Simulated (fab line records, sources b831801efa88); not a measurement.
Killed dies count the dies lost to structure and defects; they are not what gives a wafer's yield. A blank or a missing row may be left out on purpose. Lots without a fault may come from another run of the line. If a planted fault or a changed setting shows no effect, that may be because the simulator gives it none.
Which tool was responsible? -- flow gf180mcu -- Sampling: 14 lots, 42 wafers, 4 of 602 route steps

== WHAT EACH GAUGE READ, for each wafer ==
GF_V1_BOW_MEAS_05. Usual: for V1_BOW the level is 82 um and the standard deviation is 6.9.
lot,measured,on,V1_BOW (um),flag
L463,day 17 06:08,film_metro-02,93 82 83,
L464,day 17 09:28,film_metro-02,84 87 87,
L465,day 17 20:20,film_metro-03,77 69 77,
L466,day 18 05:47,film_metro-03,71 93 82,
L469,day 19 13:05,film_metro-03,88 81 82,
L468,day 19 14:07,film_metro-02,84 93 86,
L471,day 20 06:23,film_metro-01,83 82 78,
L472,day 20 20:39,film_metro-02,88 90 100,
L478,day 23 02:24,film_metro-02,74 75 86,
L480,day 23 18:22,film_metro-03,86 87 82,
L482,day 24 14:01,film_metro-03,92 82 94,
L484,day 24 20:11,film_metro-02,86 75 83,
L485,day 25 05:32,film_metro-01,79 89 84,
L486,day 25 10:32,film_metro-03,86 78 70,

GF_M2_CD_MEAS_14 targets a cd of 280 nm. Usual: cd_nm 280.0 nm, standard deviation 1.1.
lot,measured,on,cd_nm (nm),flag
L463,day 19 07:53,cd_sem-02,279.7 278.8 278.7,
L464,day 19 10:57,cd_sem-01,280.3 280.8 280.5,
L465,day 19 22:16,cd_sem-02,278.8 279.0 278.4,
L466,day 20 06:55,cd_sem-02,280.0 279.3 278.7,
L469,day 21 15:16,cd_sem-02,280.7 280.1 279.8,
L468,day 21 16:03,cd_sem-02,279.2 280.3 280.5,
L471,day 22 06:54,cd_sem-02,280.0 280.1 279.2,
L472,day 22 22:11,cd_sem-02,279.7 280.3 279.6,
L478,day 24 23:49,cd_sem-02,278.7 278.0 279.1,
L480,day 25 16:34,cd_sem-02,279.7 279.8 279.8,
L482,day 26 09:58,cd_sem-01,280.3 279.1 279.0,
L484,day 26 16:26,cd_sem-01,279.0 279.4 278.7,
L485,day 27 01:29,cd_sem-02,281.2 281.7 281.2,
L486,day 27 05:01,cd_sem-02,281.5 281.1 280.6,

GF_V2_THK_MEAS_01. Usual: for V2_CVD_00_THK the level is 602 nm and the standard deviation is 6.2.
lot,measured,on,V2_CVD_00_THK (nm),flag
L463,day 19 08:47,film_metro-02,619 610 610,
L464,day 19 11:52,film_metro-01,598 604 595,
L465,day 19 23:10,film_metro-01,611 607 612,
L466,day 20 07:47,film_metro-01,602 598 603,
L469,day 21 16:08,film_metro-02,598 604 602,
L468,day 21 16:56,film_metro-02,602 596 605,
L471,day 22 07:47,film_metro-01,609 596 598,
L472,day 22 23:09,film_metro-02,590 597 593,
L478,day 25 00:44,film_metro-01,617 606 598,
L480,day 25 17:28,film_metro-04,592 603 603,
L482,day 26 10:54,film_metro-01,608 599 610,
L484,day 26 17:47,film_metro-04,590 590 585,
L485,day 27 02:32,film_metro-01,604 603 603,
L486,day 27 05:58,film_metro-02,601 606 598,

== WHAT TOOL EACH LOT RAN ON (gives the tool, then ch and the chambers of the sampled wafers, and finally the start) ==
lot,GF_HV_LDD_ETCHBACK_58
L463,"rie_diel-03 ch 0,1,3, day 12 15:16"
L464,"rie_diel-02 ch 0,2,3, day 12 18:10"
L465,"rie_diel-04 ch 0,1,3, day 13 04:40"
L466,"rie_diel-04 ch 0,3, day 13 10:44"
L469,"rie_diel-04 ch 0,2,3, day 14 13:31"
L468,"rie_diel-03 ch 1,2, day 14 15:22"
L471,"rie_diel-02 ch 1,3, day 15 04:28"
L472,"rie_diel-03 ch 0,2,3, day 15 18:42"
L478,"rie_diel-03 ch 1,3, day 17 21:56"
L480,"rie_diel-03 ch 0,3, day 18 13:08"
L482,"rie_diel-04 ch 0,1,2, day 19 09:26"
L484,"rie_diel-04 ch 0,1,3, day 19 18:25"
L485,"rie_diel-02 ch 2,3, day 20 04:59"
L486,"rie_diel-04 ch 1,2,3, day 20 11:13"
- GF_HV_LDD_ETCHBACK_58: etches Si3N4 in CH3F/O2, stops on SiO2, time 100 s, target depth 90 nm.

== AS READ BY THE TOOLS THEMSELVES (means over the sampled wafers that have a number; for cases with no such wafer, the mark the record gives instead) ==
GF_HV_LDD_ETCHBACK_58. Usual: chamber_pressure_mTorr 25.004 mTorr, standard deviation 0.02; drypump_motor_current_A 5.8 A, standard deviation 0.35; oes_product_au 0.844 a.u., standard deviation 0.0066; run_length_s 128.5 s, standard deviation 0.43; throttle_valve_pct 10.562 %, standard deviation 0.009.
lot,tool,chamber_pressure_mTorr (mTorr),drypump_motor_current_A (A),oes_product_au (a.u.),run_length_s (s),throttle_valve_pct (%),flag
L463,rie_diel-03,25.012,6.0,0.849,128.3,10.572,
L464,rie_diel-02,24.999,6.0,0.834,128.2,10.560,
L465,rie_diel-04,25.002,5.8,0.850,128.2,10.555,
L466,rie_diel-04,25.002,5.7,0.842,128.5,10.569,
L469,rie_diel-04,25.012,6.0,0.849,128.7,10.561,
L468,rie_diel-03,25.031,6.0,0.848,128.5,10.553,
L471,rie_diel-02,24.995,6.0,0.847,128.8,10.559,
L472,rie_diel-03,25.007,5.5,0.840,128.5,10.560,
L478,rie_diel-03,24.995,5.8,0.870,125.4,10.570,OFF
L480,rie_diel-03,25.038,5.8,0.877,124.8,10.562,OFF
L482,rie_diel-04,25.005,6.0,0.839,128.5,10.557,
L484,rie_diel-04,24.996,5.8,0.843,128.5,10.559,
L485,rie_diel-02,25.014,5.9,0.846,128.7,10.559,
L486,rie_diel-04,25.005,5.9,0.841,128.5,10.565,

== THE ANSWER, worked out from the rows above alone ==
Rule: a lot is off if the mean of its wafers that have a number lies more than 3 standard deviations from the usual mean. Also off: a lot with no number at a reading for which 4 or more lots have one. All remaining lots with rows at the step are treated as sound. First the gauges in route order, then the tools' own readings, where a lot's mean is used as printed above. The first step at which some lot is off is used, and at that step the reading that is off furthest; a lot without a number counts as furthest.
Off, at GF_HV_LDD_ETCHBACK_58 on run_length_s: L478, L480.
A tool fits if, at that step or a process step before it, it ran every lot that is off, and no sound lot after the first of them. One candidate fits, namely rie_diel-03 at GF_HV_LDD_ETCHBACK_58. Its last sound lot is L472 (day 15 18:42), its first lot that is off L478 (day 17 21:56): a fault that began between those two fits.
The tool's own readings at GF_HV_LDD_ETCHBACK_58 bear it out: on the lots that are off they differ by more than 5 times the standard deviation of the sound lots' means. oes_product_au reads 0.873 a.u. there against 0.844 a.u. on the sound lots; run_length_s reads 125.1 s there against 128.5 s on the sound lots.

== WHAT THE SIMULATOR PUT IN ==
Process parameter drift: rie_diel-03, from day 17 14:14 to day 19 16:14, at GF_HV_LDD_ETCHBACK_58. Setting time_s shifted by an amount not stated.
Struck lots among those shown: L478, L480. The rule above found the same.
